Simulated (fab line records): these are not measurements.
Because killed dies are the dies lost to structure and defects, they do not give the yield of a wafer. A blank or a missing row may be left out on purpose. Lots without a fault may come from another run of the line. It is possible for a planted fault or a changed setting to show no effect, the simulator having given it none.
fab line records | flow sky130
record: lots: 14 wafers: 42 last_day: 50
route steps=708 shown VT_ADJUST_LVTN@104 VT_ADJUST_PCH@153 SONOS_ONO@172 LDD_HVN@274 PAD_OPEN@708
lots that met no fault: from a run of the same line without faults
start_h: hours from the record's opening day to when the first of the lot's shown wafers began | wait_h: hours elapsed since this lot's preceding step | " same as the row above | L1.1+2: several wafers, shown together as one row | - no value, or no start given | * or withheld: withheld | < > ~ a bound
route shown NAME@n: NAME is a module with steps in the file, n the number in the route of the first one | usual: mean/standard deviation taken from wafers without a fault | same: alike in all rows | chamber/n: place in a boat | sites: the reading at each site | _std_site: the standard deviation of these | _edge_site: outer sites' mean less inner sites' | radius_mm: for every site, how far away it sits from the centre of the wafer | mask NAME#n: copy n | behind: the most recent tool/chamber to have shaped the wafer | hold: cause of the lot's hold/its duration in hours/its outcome | device: the n, p or np transistor that did not switch | end of line: the tests these same wafers got at the end of their route | for a step that has no rows: nothing shown but its recipe | killed: at the first sort, the dies lost to defects and structure; wafer yield is something else | map: the dies of a wafer, with x for killed, . for not killed, _ for no die there
set.NAME: the setting the step ran with; set.NAME@STEP: the setting that earlier step ran with | model.NAME: the simulator's own value behind a step, which no gauge read
steps of the route over a sample of lots; a table a step, a row a wafer
== steps ==
step: SKY_VT_ADJUST_LVTN_OVL_MEAS_07
usual: VT_ADJUST_LVTN_OVL: 0.1/1.6
columns lot.wafer tool chamber start_h wait_h VT_ADJUST_LVTN_OVL[nm]
L892.1 overlay-01 - 144.22 - -1.3
L892.4 " - " " -0.1
L892.6 " - " " 0.6
L893.4 overlay-01 - 148.98 - -0.4
L893.5 " - " " -1.0
L893.6 " - " " -1.2
L894.1 overlay-01 - 156.67 - 0.6
L894.4 " - " " 1.3
L894.6 " - " " -1.0
L895.2 overlay-02 - 163.42 - 0.2
L895.3 " - " " 1.2
L895.5 " - " " 2.0
L898.1 overlay-02 - 181.67 - 1.0
L898.4 " - " " 0.1
L898.5 " - " " 1.0
L899.1 overlay-01 - 189.75 - -0.2
L899.2 " - " " 1.7
L899.6 " - " " 1.7
L900.1 overlay-01 - 197.37 - 2.0
L900.2 " - " " 2.8
L900.4 " - " " 2.6
L901.2 overlay-01 - 200.92 - 1.9
L901.3 " - " " 1.7
L901.6 " - " " 2.1
L902.2 overlay-01 - 208.49 - 0.5
L902.3 " - " " 0.0
L902.4 " - " " -0.4
L903.1 overlay-02 - 214.13 - -1.8
L903.4 " - " " -2.0
L903.5 " - " " -2.3
L906.2 overlay-01 - 233.70 - 3.1
L906.3 " - " " 3.7
L906.6 " - " " 2.3
L911.1 overlay-02 - 274.68 - 2.5
L911.4 " - " " 1.4
L911.5 " - " " 1.5
L912.1 overlay-01 - 275.03 - -3.9
L912.4 " - " " -2.8
L912.5 " - " " -1.6
L913.1 overlay-01 - 283.77 - -0.4
L913.2 " - " " 1.0
L913.4 " - " " 1.1
step: SKY_VT_ADJUST_PCH_TW_MEAS_10
usual: VT_ADJUST_PCH_TW: 143.2/1.5
columns lot.wafer tool chamber start_h wait_h VT_ADJUST_PCH_TW
L892.1 film_metro-03 - 229.42 0.1 140.7
L892.4 " - " " 139.3
L892.6 " - " " 140.1
L893.4 film_metro-01 - 235.86 0.1 143.6
L893.5 " - " " 143.3
L893.6 " - " " 143.9
L894.1 film_metro-02 - 244.25 0.1 143.5
L894.4 " - " " 143.4
L894.6 " - " " 142.7
L895.2 film_metro-03 - 252.84 0.1 140.6
L895.3 " - " " 140.2
L895.5 " - " " 140.4
L898.1 film_metro-03 - 274.27 0.1 140.6
L898.4 " - " " 140.2
L898.5 " - " " 140.9
L899.1 film_metro-01 - 282.80 0.1 143.5
L899.2 " - " " 143.4
L899.6 " - " " 144.1
L900.1 film_metro-01 - 295.55 0.1 143.1
L900.2 " - " " 143.9
L900.4 " - " " 143.6
L901.2 film_metro-01 - 296.21 0.1 144.2
L901.3 " - " " 143.4
L901.6 " - " " 143.2
L902.2 film_metro-02 - 305.28 0.1 142.7
L902.3 " - " " 142.6
L902.4 " - " " 142.7
L903.1 film_metro-01 - 312.08 0.1 144.6
L903.4 " - " " 144.6
L903.5 " - " " 145.6
L906.2 film_metro-01 - 333.53 0.1 145.3
L906.3 " - " " 145.5
L906.6 " - " " 145.3
L911.1 film_metro-02 - 379.37 0.1 142.3
L911.4 " - " " 142.4
L911.5 " - " " 143.9
L912.1 film_metro-02 - 379.90 0.1 143.4
L912.4 " - " " 142.6
L912.5 " - " " 142.4
L913.1 film_metro-02 - 390.33 0.1 144.0
L913.2 " - " " 143.6
L913.4 " - " " 144.2
step: SKY_SONOS_ONO_CVD_04
recipe: material: SiO2 precursor: SiH4/N2O target_thk_nm: 5.7199 temp_c: 900 pressure_mtorr: 400
usual: spike_tc_top_C: 911.9/1.3 spike_tc_upper_C: 900.2/1.5
columns lot.wafer tool chamber start_h wait_h spike_tc_top_C spike_tc_upper_C
L892.1 lpcvd-03 1 259.21 0.1 911.8 901.2
L892.4 " 1 " " 912.5 901.6
L892.6 " 1 " " 910.3 900.4
L893.4 lpcvd-03 1 263.59 0.0 913.4 900.9
L893.5 " 1 " " 909.8 901.9
L893.6 " 1 " " 910.0 902.5
L894.1 lpcvd-03 1 272.03 0.1 911.4 900.0
L894.4 " 1 " " 908.9 901.5
L894.6 " 1 " " 911.2 901.9
L895.2 lpcvd-03 1 280.56 0.0 910.6 901.7
L895.3 " 1 " " 910.8 901.2
L895.5 " 1 " " 910.9 901.6
L898.1 lpcvd-03 0 302.34 0.1 912.1 898.7
L898.4 " 0 " " 913.5 899.8
L898.5 " 0 " " 912.4 898.6
L899.1 lpcvd-03 1 316.26 0.1 910.8 902.3
L899.2 " 1 " " 912.7 900.4
L899.6 " 1 " " 911.5 901.6
L900.1 lpcvd-03 0 334.14 0.1 914.4 898.9
L900.2 " 0 " " 913.4 900.3
L900.4 " 0 " " 912.9 899.3
L901.2 lpcvd-03 0 334.14 0.0 913.2 898.4
L901.3 " 0 " " 912.7 899.3
L901.6 " 0 " " 912.4 900.1
L902.2 lpcvd-03 1 337.21 0.0 911.6 900.6
L902.3 " 1 " " 909.6 902.2
L902.4 " 1 " " 911.2 902.9
L903.1 lpcvd-03 0 342.54 0.1 913.8 898.6
L903.4 " 0 " " 912.9 899.3
L903.5 " 0 " " 912.9 898.9
L906.2 lpcvd-03 0 365.07 0.0 913.1 899.5
L906.3 " 0 " " 914.1 898.1
L906.6 " 0 " " 912.5 897.1
L911.1 lpcvd-03 0 412.05 0.1 913.2 900.0
L911.4 " 0 " " 913.7 897.5
L911.5 " 0 " " 912.8 899.1
L912.1 lpcvd-03 0 413.62 0.1 910.5 900.1
L912.4 " 0 " " 911.7 899.5
L912.5 " 0 " " 913.4 899.5
L913.1 lpcvd-03 1 424.59 0.1 911.3 901.3
L913.2 " 1 " " 910.8 900.4
L913.4 " 1 " " 909.8 901.8
step: SKY_SONOS_ONO_THK_MEAS_05
recipe: reads: SiO2_of_SONOS_ONO_CVD_04
usual: SONOS_ONO_CVD_04_THK: 5.67/0.1
columns lot.wafer tool chamber start_h wait_h SONOS_ONO_CVD_04_THK[nm]
L892.1 film_metro-04 - 260.46 0.0 5.81
L892.4 " - " " 5.80
L892.6 " - " " 5.72
L893.4 film_metro-04 - 264.87 0.0 5.75
L893.5 " - " " 5.70
L893.6 " - " " 5.67
L894.1 film_metro-04 - 273.28 0.0 5.70
L894.4 " - " " 5.74
L894.6 " - " " 5.69
L895.2 film_metro-04 - 281.82 0.0 5.55
L895.3 " - " " 5.52
L895.5 " - " " 5.49
L898.1 film_metro-01 - 303.59 0.0 5.76
L898.4 " - " " 5.67
L898.5 " - " " 5.63
L899.1 film_metro-01 - 317.51 0.0 5.55
L899.2 " - " " 5.53
L899.6 " - " " 5.63
L900.1 film_metro-01 - 335.39 0.0 5.78
L900.2 " - " " 5.81
L900.4 " - " " 5.82
L901.2 film_metro-04 - 335.45 0.1 5.67
L901.3 " - " " 5.68
L901.6 " - " " 5.50
L902.2 film_metro-04 - 338.47 0.0 5.54
L902.3 " - " " 5.58
L902.4 " - " " 5.64
L903.1 film_metro-01 - 343.79 0.0 5.73
L903.4 " - " " 5.78
L903.5 " - " " 5.69
L906.2 film_metro-03 - 366.33 0.0 5.70
L906.3 " - " " 5.66
L906.6 " - " " 5.55
L911.1 film_metro-04 - 413.30 0.0 4.86
L911.4 " - " " 4.83
L911.5 " - " " 4.81
L912.1 film_metro-04 - 414.87 0.0 4.68
L912.4 " - " " 4.70
L912.5 " - " " 4.63
L913.1 film_metro-04 - 425.84 0.0 4.76
L913.2 " - " " 4.82
L913.4 " - " " 4.75
step: SKY_LDD_HVN_OVL_MEAS_07
usual: LDD_HVN_OVL: -0.8/1.5
columns lot.wafer tool chamber start_h wait_h LDD_HVN_OVL[nm]
L892.1 overlay-01 - 467.57 0.1 -1.1
L892.4 " - " " -0.4
L892.6 " - " " -0.2
L893.4 overlay-01 - 481.12 0.1 2.1
L893.5 " - " " 2.5
L893.6 " - " " 2.0
L894.1 overlay-01 - 481.88 0.1 -0.4
L894.4 " - " " -1.2
L894.6 " - " " -0.4
L895.2 overlay-01 - 495.55 0.1 0.3
L895.3 " - " " -0.9
L895.5 " - " " 0.3
L898.1 overlay-02 - 519.30 0.1 -2.2
L898.4 " - " " -1.1
L898.5 " - " " -2.2
L899.1 overlay-01 - 535.40 0.1 -1.7
L899.2 " - " " -2.4
L899.6 " - " " -1.9
L900.1 overlay-02 - 553.32 0.1 -0.4
L900.2 " - " " 0.1
L900.4 " - " " -0.3
L901.2 overlay-01 - 554.83 0.1 -2.1
L901.3 " - " " -3.5
L901.6 " - " " -2.5
L902.2 overlay-01 - 558.83 0.1 -1.0
L902.3 " - " " -2.0
L902.4 " - " " -1.5
L903.1 overlay-01 - 564.80 0.1 0.3
L903.4 " - " " 1.5
L903.5 " - " " 1.9
L906.2 overlay-02 - 593.35 0.1 -1.9
L906.3 " - " " -1.2
L906.6 " - " " -2.3
L911.1 overlay-02 - 634.42 0.1 -0.7
L911.4 " - " " 0.2
L911.5 " - " " 0.6
L912.1 overlay-01 - 636.57 0.1 1.9
L912.4 " - " " 2.1
L912.5 " - " " 0.1
L913.1 overlay-02 - 645.43 0.1 -1.7
L913.2 " - " " -1.7
L913.4 " - " " -0.9
step: SKY_PAD_OPEN_PROBE_99
usual: killed_at_M0_to_M3: 42/6.3 killed_at_M4_up: 2.8/1.9 killed_at_contacts: 23/5.3 killed_at_front_end: 16/4.3 killed_at_other: 0.2/0.51 killed_dies: 84/9.3 killed_open: 46/7.6 killed_short: 38/6.3
same: gross_dies: 492 killed_at_back_side: 0
columns lot.wafer tool chamber start_h wait_h killed_at_M0_to_M3 killed_at_M4_up killed_at_contacts killed_at_front_end killed_at_other killed_dies killed_open killed_short
L911.1 prober-01 - 1188.11 0.1 49 3 10 11 0 73 47 26
killed by level:class
L911.1 VIA1:geometric_particle:open=16 VIA2:geometric_particle:open=5 METAL1:geometric_particle:open=5 VIA1:geometric_particle:short=5 METAL2:geometric_particle:short=5 CONTACT:geometric_particle:open=4 VIA3:geometric_particle:open=4 FIELD_ISO:geometric_particle:short=3
== key ==
first_sign: step: SKY_SONOS_ONO_THK_MEAS_05 reading: SONOS_ONO_CVD_04_THK direction: down sigmas: 9.1 usual: 5.67 struck: 4.76
effect none on later readings
met_at SKY_SONOS_ONO_CVD_04
struck_lots L911,L912,L913
tester_left_out L911,L912,L913
not_acting_at SKY_VT_ADJUST_LVTN_OVL_MEAS_07,SKY_VT_ADJUST_PCH_TW_MEAS_10,SKY_LDD_HVN_OVL_MEAS_07
onset_between 365.07 412.05
also_fits time
fault: kind: process_parameter_drift tool: lpcvd-03 chamber: - onset_h: 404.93 steps: SKY_SONOS_ONO_CVD_04 channel: target_thk_nm offset: -0.92292 shape: step end_h: 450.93 stated: 5.7199
tester_left_out: of these lots the tester's yield and bins aren't shown, on N5 and GAA mostly nor the transistor test; their killed dies are dies lost to structure and defects alone, not to doping, threshold or leakage, so they don't give the yield
